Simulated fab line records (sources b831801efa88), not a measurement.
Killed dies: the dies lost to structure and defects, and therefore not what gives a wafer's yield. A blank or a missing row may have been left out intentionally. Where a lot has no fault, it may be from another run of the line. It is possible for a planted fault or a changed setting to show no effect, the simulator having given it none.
What tool caused it?    flow gf180mcu    11 lots with 33 wafers sampled at 4 steps, on a route of 602 steps

WHAT THE GAUGES SHOWED, per wafer
GF_M4_RS_MEAS_05: uses a four-point probe to measure.
lot   measured      on             M4_ALCU_RS (ohm/sq)
L321  day 23 01:03  film-metro-04  0.0701 0.0683 0.0684
L325  day 24 05:11  film-metro-02  0.0732 0.0747 0.0740
L327  day 25 04:47  film-metro-04  0.0742 0.0733 0.0722
L332  day 26 23:31  film-metro-04  0.0704 0.0686 0.0703
L335  day 27 12:14  film-metro-02  0.0691 0.0692 0.0705
L336  day 27 19:15  film-metro-01  0.0700 0.0698 0.0698
L338  day 28 07:26  film-metro-02  0.0696 0.0691 0.0689
L339  day 28 18:06  film-metro-01  0.0701 0.0692 0.0693
L340  day 28 21:46  film-metro-04  0.0711 0.0696 0.0702
L341  day 29 02:32  film-metro-04  0.0697 0.0708 0.0699
L343  day 29 19:56  film-metro-01  0.0708 0.0700 0.0697

WHAT TOOL EACH LOT RAN ON (gives the tool, then ch and the chambers of the sampled wafers, and finally the start)
lot   GF_V3_CVD_02                     GF_M4_SPUTTER_02              GF_M4_SPUTTER_04
L321  pecvd-03 ch 0,1,2, day 22 00:23  pvd-sputter-02, day 23 00:55  pvd-sputter-02, day 23 00:58
L325  pecvd-04 ch 0,2, day 23 04:52    pvd-sputter-01, day 24 05:05  pvd-sputter-01, day 24 05:08
L327  pecvd-01 ch 0,1, day 24 04:53    pvd-sputter-01, day 25 04:41  pvd-sputter-01, day 25 04:44
L332  pecvd-03 ch 0,1,2, day 26 00:29  pvd-sputter-04, day 26 23:22  pvd-sputter-04, day 26 23:25
L335  pecvd-04 ch 1,2, day 26 13:00    pvd-sputter-02, day 27 12:09  pvd-sputter-02, day 27 12:12
L336  pecvd-03 ch 1,2, day 26 21:02    pvd-sputter-02, day 27 19:10  pvd-sputter-02, day 27 19:13
L338  pecvd-03 ch 0,1,2, day 27 08:08  pvd-sputter-01, day 28 07:17  pvd-sputter-01, day 28 07:20
L339  pecvd-04 ch 0,1,2, day 27 19:43  pvd-sputter-01, day 28 18:01  pvd-sputter-01, day 28 18:04
L340  pecvd-03 ch 1,2, day 27 23:59    pvd-sputter-02, day 28 21:40  pvd-sputter-02, day 28 21:43
L341  pecvd-03 ch 0,1,2, day 28 04:24  pvd-sputter-02, day 29 02:23  pvd-sputter-02, day 29 02:26
L343  pecvd-01 ch 1,2, day 28 23:46    pvd-sputter-01, day 29 19:50  pvd-sputter-01, day 29 19:53
- GF_V3_CVD_02: deposits SiO2 from TEOS, target thk 850 nm, time 94.851 s.
- GF_M4_SPUTTER_02: material AlCu, target thk 450 nm, time 23.9 s.
- GF_M4_SPUTTER_04: material TiN, target thk 50 nm, time 41.7 s.

THE ANSWER, worked out from the rows above alone
Rule: the usual values come from the lots themselves. Put in order of their means at a reading, lots are off if they are a third of the lots or fewer, leave a main group of 4 or more, and stand apart from it by a gap of 3 or more times the standard deviation of the main group's means; of several such gaps the widest counts. If all means in a main group match to the digits the tables above print for the reading, that group is not used. A lot without any number at a reading at which 4 lots or more have one is off too. Any other lot the step has rows for is counted as sound.
Off: L325, L327, at GF_M4_RS_MEAS_05 (M4_ALCU_RS). The main group: mean 0.0697 ohm/sq, standard deviation 0.00043.
If a tool, at a process step before that reading, ran all the lots that are off and no sound lot after the first of them, it fits. Gauges at GF_M4_RS_MEAS_05: tried the same way as those tools. None of those tried fits.

WHAT THE SIMULATOR HAD PUT IN
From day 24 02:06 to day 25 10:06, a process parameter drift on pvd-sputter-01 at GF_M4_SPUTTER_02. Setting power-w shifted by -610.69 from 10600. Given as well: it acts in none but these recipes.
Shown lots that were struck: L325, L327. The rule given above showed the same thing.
